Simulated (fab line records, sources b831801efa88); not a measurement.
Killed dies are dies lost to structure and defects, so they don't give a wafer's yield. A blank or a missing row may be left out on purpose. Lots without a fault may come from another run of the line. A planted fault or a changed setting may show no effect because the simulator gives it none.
Tool commonality check | flow sfq_line | 13 lots, 39 wafers sampled

WHY IT WAS OPENED
At SFQ_L0V_OVL_MEAS_903 the reading L0V_OVL is flagged on 4 of 13 lots. Wafers without a fault read -2 nm, standard deviation 4.8.
Rule: a lot is flagged when every wafer of it that has a number lies more than 4 standard deviations from that mean, or none has a number. The other lots count as sound.

lot  | measured    | on         | L0V_OVL (nm), wafer by wafer | flag
L623 | day 5 10:25 | overlay-02 | -2 -7 -5                     |
L624 | day 5 16:25 | overlay-02 | -3 -6 -1                     |
L625 | day 5 21:13 | overlay-01 | -1 2 2                       |
L626 | day 6 03:15 | overlay-02 | 1 -5 -2                      |
L627 | day 6 08:02 | overlay-01 | 6 5 2                        |
L628 | day 6 10:31 | overlay-02 | -5 3 -8                      |
L629 | day 6 15:20 | overlay-01 | -4 -7 -5                     |
L630 | day 6 23:43 | overlay-01 | -4 -4 -5                     |
L631 | day 7 04:31 | overlay-01 | 3 1 -3                       |
L632 | day 7 10:32 | overlay-01 | 176 175 177                  | FLAGGED
L633 | day 7 12:55 | overlay-01 | 170 168 178                  | FLAGGED
L634 | day 7 20:08 | overlay-02 | 171 175 172                  | FLAGGED
L635 | day 8 03:07 | overlay-02 | 176 178 178                  | FLAGGED
The numbers of the flagged lots are 174 nm on average: +176 nm against the usual, or +37 standard deviations.

WHICH TOOL RAN EACH LOT
The record holds 1 process step before the reading, out of a route of 325 steps. In each cell: the tool, then ch and the chambers that the sampled wafers went through, then the start.
lot  | flag    | SFQ_TRILAYER_L0_VIA_LITHO_EXPOSE_014
L623 |         | krf_scanner-02 ch 0, day 5 09:07
L624 |         | krf_scanner-02 ch 0, day 5 14:55
L625 |         | krf_scanner-02 ch 0, day 5 19:43
L626 |         | krf_scanner-02 ch 0, day 6 01:55
L627 |         | krf_scanner-02 ch 0, day 6 07:07
L628 |         | krf_scanner-02 ch 0, day 6 09:13
L629 |         | krf_scanner-02 ch 0, day 6 14:13
L630 |         | krf_scanner-02 ch 0, day 6 22:13
L631 |         | krf_scanner-02 ch 0, day 7 03:13
L632 | FLAGGED | krf_scanner-02 ch 0, day 7 09:25
L633 | FLAGGED | krf_scanner-02 ch 0, day 7 11:37
L634 | FLAGGED | krf_scanner-02 ch 0, day 7 19:13
L635 | FLAGGED | krf_scanner-02 ch 0, day 8 01:49
What these steps do:
- SFQ_TRILAYER_L0_VIA_LITHO_EXPOSE_014: exposes mask L0V, target cd 700 nm.
- SFQ_L0V_OVL_MEAS_903

FLAGGED OVER TOTAL, TOOL BY TOOL (the gauges that took the reading come last)
step                                 | tool           | lots run | flagged | share of the flagged lots | sound lots run after its first flagged lot
SFQ_TRILAYER_L0_VIA_LITHO_EXPOSE_014 | krf_scanner-02 | 13       | 4       | all                       | 0
SFQ_L0V_OVL_MEAS_903                 | overlay-01     | 7        | 2       | some                      | 0
SFQ_L0V_OVL_MEAS_903                 | overlay-02     | 6        | 2       | some                      | 0

WHAT THE TABLE ALLOWS
1 row of the table ran every flagged lot: krf_scanner-02 at SFQ_TRILAYER_L0_VIA_LITHO_EXPOSE_014.
- krf_scanner-02 at SFQ_TRILAYER_L0_VIA_LITHO_EXPOSE_014: 4 of its 13 lots flagged. Its last sound lot is L631 (day 7 03:13), its first flagged lot L632 (day 7 09:25): a fault that began between those two fits.
One tool is left: krf_scanner-02 at SFQ_TRILAYER_L0_VIA_LITHO_EXPOSE_014.

WHAT THE SIMULATOR HAD PUT IN
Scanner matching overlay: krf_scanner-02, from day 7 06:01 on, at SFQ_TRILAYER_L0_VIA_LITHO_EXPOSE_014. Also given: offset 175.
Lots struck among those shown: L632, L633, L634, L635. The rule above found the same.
